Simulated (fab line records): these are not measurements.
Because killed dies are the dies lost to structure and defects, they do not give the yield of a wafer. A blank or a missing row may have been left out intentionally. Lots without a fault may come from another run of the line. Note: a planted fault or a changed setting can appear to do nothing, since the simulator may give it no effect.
A lot that was struck, set against a sound lot ; flow gf180mcu ; 18 out of 602 route steps
Sound: wafers L656.2, L656.3, L656.4. Struck: wafer L666.3 (left out: L666.1, L666.4 of the same lot, which were not struck); the cause appears at the end.
Order at every step that has rows: each side's tool, ch and its chambers, its first start. Under that, the readings that differ: sound wafers ; struck wafers ; difference of the means ; sigmas: that difference in standard deviations of wafers without a fault.
alike: readings whose means differ by less than 2 such deviations, and words and numbers that are the same on both sides. not compared: withheld readings, readings that some wafer has no value for, bounds like >300 that may hide the same value, and numbers for which the record gives no deviation and whose values overlap.
The two part at a step that has a row with sigmas, a row that says differs or no value, or rows on one side only. When numbers do not overlap yet have no deviation, they are printed without sigmas and do not part them. A reading missing from all wafers of one side parts the sides only when that side holds two or more wafers.

first, 3 steps without rows for these wafers: GF_V5_EXPOSE_11 (exposes mask Via5, target cd 260 nm); GF_V5_PEB_12 (peb time 90 s); GF_V5_DEVELOP_13 (develop time 60 s).
GF_V5_CD_MEAS_14: the cd target is 260 nm.
  sound on cd sem-02 at day 29 11:23; struck on cd sem-01 at day 32 06:49
  alike: cd nm
GF_V5_OVL_MEAS_15:
  sound on overlay-01 at day 29 11:29; struck on overlay-02 at day 32 06:56
  alike: V5_OVL
GF_V5_ETCH_16: etches BARC in N2/H2.
  sound on rie diel-04 ch 0,1,2, day 29 11:31; struck on rie diel-04 ch 0, day 32 06:58
  alike: drypump motor current A, oes product au, rf fwd power W, throttle valve pct
GF_V5_ETCH_17: etches SiO2 in C4F8/O2/Ar, stops on TiN, target depth 855 nm.
  sound on rie diel-04 ch 0,1,2; struck on rie diel-04 ch 0
reading;sound;struck;difference;sigmas
oes product au (a.u.);0.863 0.867 0.863;0.850;-0.014;-3
rf fwd power W (W);1499 1490 1494;1483;-11;-2
GF_V5_STRIP_18: strips in O2/N2.
  sound on plasma asher-01 ch 0,1, day 29 11:40; struck on plasma asher-03 ch 1, day 32 07:07
  alike: drypump motor current A, heater power w, oes product au
  not compared: rf hours counter h
then, 2 steps without rows for these wafers: GF_V5_STRIP_19 (strips in post etch residue remover, time 1200 s); GF_V5_CLEAN_20 (cleans in DIW).
GF_V5_SPUTTER_21: material Ti, target thk 15 nm, time 80.02 s.
  sound on pvd sputter-03 at day 29 12:13; struck on pvd sputter-02 at day 32 08:05
  alike: throttle valve pct
then, 1 step without rows for these wafers: GF_V5_SPUTTER_22 (material TiN, target thk 10 nm, time 40 s).
GF_V5_CVD_23: deposits W, target thk 350 nm, time 104.9 s.
  sound on cvd w-02 ch 0,1, day 29 12:19; struck on cvd w-01 ch 0, day 32 08:11
reading;sound;struck;difference;sigmas
model.W_of_V5_CVD_23.thk nm (nm);346.1 342.8 357.2;404.4;+55.7;
  alike: heater power w
GF_V5_RS_MEAS_24: a four-point-probe measurement.
  sound on film metro-02 at day 29 12:26; struck on film metro-03 at day 32 08:43
reading;sound;struck;difference;sigmas
V5_W_RS (ohm/sq);0.331 0.334 0.320;0.283;-0.045;-10
  not compared: hold
GF_V5_THK_MEAS_25: measures by xrf.
  sound on film metro-02 at day 29 12:33; struck on film metro-03 at day 32 12:54
reading;sound;struck;difference;sigmas
V5_W_THK (nm);356 352 367;425;+67;+10
  not compared: hold
GF_V5_CMP_26: polishes, stops on SiO2, t overpolish 15 s, target thk 0 nm.
  sound on cmp-02 ch 0,2,3, day 29 12:41; struck on cmp-01 ch 1, day 32 17:52
reading;sound;struck;difference;sigmas
hold;- - -;await dispo/0.7h/release;no value on the sound wafers;
motor current A (A);11.0 10.8 11.1;12.3;+1.3;+2
time to endpoint s (s);81 85 92;96;+10;+3
  alike: slurry filter dp kPa
GF_TOP_METAL_SPUTTER_00: material Ti, target thk 37.5 nm, time 150 s.
  sound on pvd sputter-03 at day 29 12:56; struck on pvd sputter-03 at day 32 18:07
  alike: throttle valve pct
GF_PASSIVATION_PROBE_99:
  the record holds rows for the sound wafers here (prober-02, day 31 05:48) but none for the struck ones

WHERE THEY PART
At GF_V5_ETCH_17 first; at GF_PASSIVATION_PROBE_99 last (within this record only).

WHY: the cause the simulator had injected
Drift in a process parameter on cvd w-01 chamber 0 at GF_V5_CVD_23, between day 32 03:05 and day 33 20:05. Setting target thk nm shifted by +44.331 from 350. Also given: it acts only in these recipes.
